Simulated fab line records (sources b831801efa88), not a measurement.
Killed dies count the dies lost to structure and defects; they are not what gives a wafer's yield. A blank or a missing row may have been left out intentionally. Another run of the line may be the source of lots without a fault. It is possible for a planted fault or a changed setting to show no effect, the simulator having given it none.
Which tool is to blame?    flow sky130    at 1 step of a route of 708, 7 lots with 21 wafers sampled

== WHAT EACH GAUGE READ, for each wafer ==
SKY_METAL3_OVL_MEAS_14.
lot   measured      on          METAL3_OVL (nm)
L276  day 38 18:13  overlay-02  0 4 -2
L280  day 39 22:20  overlay-01  8 7 8
L278  day 39 23:40  overlay-02  4 0 7
L282  day 40 22:07  overlay-02  0 3 0
L286  day 41 20:43  overlay-01  -3 -3 -2
L293  day 43 14:35  overlay-01  7 4 5
L296  day 44 05:03  overlay-01  0 4 3

== WHAT TOOL EACH LOT RAN ON (gives the tool, then ch and the chambers of the sampled wafers, and finally the start) ==
Record: no process step prior to these readings.

== THE ANSWER, worked out from the rows above alone ==
Rule: the usual values come from the lots themselves. Put in order of their means at a reading, lots are off if they are a third of the lots or fewer, leave a main group of 4 or more, and stand apart from it by a gap of 3 or more times the standard deviation of the main group's means; of several such gaps the widest counts. The tables above print the reading to a certain number of digits; a main group whose means all agree to those digits is not used. Also off: a lot with no number at a reading for which 4 or more lots have one. The other lots that the step has rows for count as sound.
No lot is off on any of the readings shown, so nothing can be concluded from this.

== WHAT THE SIMULATOR HAD INSERTED ==
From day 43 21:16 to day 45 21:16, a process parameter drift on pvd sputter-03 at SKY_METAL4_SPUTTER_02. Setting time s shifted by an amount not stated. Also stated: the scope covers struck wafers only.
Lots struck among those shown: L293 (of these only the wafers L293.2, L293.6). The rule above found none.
